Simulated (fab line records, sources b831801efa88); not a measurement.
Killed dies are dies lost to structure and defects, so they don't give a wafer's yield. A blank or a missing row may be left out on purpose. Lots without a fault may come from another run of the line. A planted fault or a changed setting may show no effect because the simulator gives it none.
Tool commonality check | flow sky130 | 13 lots, 39 wafers sampled

WHY IT WAS OPENED
At SKY_POLY_GATE_THK_MEAS_01 the reading POLY_GATE_CVD_00_THK is flagged on 3 of 13 lots. Wafers without a fault read 180.1 nm, standard deviation 1.9.
Rule: a lot is flagged when every wafer of it that has a number lies more than 4 standard deviations from that mean, or none has a number. The other lots count as sound.

lot  | measured     | on            | POLY_GATE_CVD_00_THK (nm), wafer by wafer | flag
L967 | day 14 19:21 | film_metro-02 | 177.6 178.3 177.0                         |
L970 | day 15 22:26 | film_metro-02 | 177.6 179.2 179.9                         |
L971 | day 16 05:32 | film_metro-01 | 181.1 180.9 181.8                         |
L972 | day 16 14:01 | film_metro-01 | 154.5 153.3 154.4                         | FLAGGED
L973 | day 16 14:01 | film_metro-02 | 152.2 153.2 153.3                         | FLAGGED
L974 | day 17 02:39 | film_metro-04 | 153.9 154.1 154.4                         | FLAGGED
L983 | day 20 03:22 | film_metro-02 | 180.6 181.5 179.6                         |
L985 | day 20 18:32 | film_metro-04 | 182.9 181.9 181.6                         |
L984 | day 20 18:33 | film_metro-01 | 180.5 181.2 180.2                         |
L987 | day 21 10:43 | film_metro-04 | 181.3 180.8 181.2                         |
L986 | day 21 12:04 | film_metro-01 | 181.6 182.8 182.9                         |
L988 | day 21 21:08 | film_metro-01 | 179.4 180.5 180.4                         |
L989 | day 22 07:53 | film_metro-04 | 181.2 183.0 181.1                         |
The numbers of the flagged lots are 153.7 nm on average: -26.4 nm against the usual, or -14 standard deviations.

WHICH TOOL RAN EACH LOT
The record holds 1 process step before the reading, out of a route of 708 steps. In each cell: the tool, then ch and the chambers that the sampled wafers went through, then the start.
lot  | flag    | SKY_POLY_GATE_CVD_00
L967 |         | lpcvd-01 ch 0, day 14 18:09
L970 |         | lpcvd-01 ch 0, day 15 21:14
L971 |         | lpcvd-01 ch 1, day 16 04:20
L972 | FLAGGED | lpcvd-01 ch 1, day 16 12:48
L973 | FLAGGED | lpcvd-01 ch 0, day 16 12:48
L974 | FLAGGED | lpcvd-01 ch 1, day 17 01:25
L983 |         | lpcvd-01 ch 1, day 20 02:09
L985 |         | lpcvd-01 ch 1, day 20 17:20
L984 |         | lpcvd-01 ch 0, day 20 17:20
L987 |         | lpcvd-01 ch 0, day 21 09:31
L986 |         | lpcvd-01 ch 0, day 21 10:52
L988 |         | lpcvd-01 ch 0, day 21 19:56
L989 |         | lpcvd-01 ch 1, day 22 06:40
What these steps do:
- SKY_POLY_GATE_CVD_00: deposits poly-Si, target thk 180 nm, time 720 s.
- SKY_POLY_GATE_THK_MEAS_01

FLAGGED OVER TOTAL, TOOL BY TOOL (the gauges that took the reading come last)
step                      | tool          | lots run | flagged | share of the flagged lots | sound lots run after its first flagged lot
SKY_POLY_GATE_CVD_00      | lpcvd-01      | 13       | 3       | all                       | 7 (L983,L984,L985,L987,L986,L988,L989)
SKY_POLY_GATE_THK_MEAS_01 | film_metro-01 | 5        | 1       | some                      | 3 (L984,L986,L988)
SKY_POLY_GATE_THK_MEAS_01 | film_metro-02 | 4        | 1       | some                      | 1 (L983)
SKY_POLY_GATE_THK_MEAS_01 | film_metro-04 | 4        | 1       | some                      | 3 (L985,L987,L989)

WHAT THE TABLE ALLOWS
1 row of the table ran every flagged lot: lpcvd-01 at SKY_POLY_GATE_CVD_00.
- lpcvd-01 at SKY_POLY_GATE_CVD_00: 3 of its 13 lots flagged. Sound lots ran on it after the first flagged one (L983, L984, L985, L987, L986, L988, L989), which a lasting fault on the whole tool wouldn't allow. Its own readings lie more than 4 standard deviations out on every wafer of the flagged lots: spike_tc_bottom_C, spike_tc_centre_C, spike_tc_lower_C, spike_tc_upper_C, susceptor_temp_C.
No row of the table ran every flagged lot and no sound lot after the first.

WHAT THE SIMULATOR HAD PUT IN
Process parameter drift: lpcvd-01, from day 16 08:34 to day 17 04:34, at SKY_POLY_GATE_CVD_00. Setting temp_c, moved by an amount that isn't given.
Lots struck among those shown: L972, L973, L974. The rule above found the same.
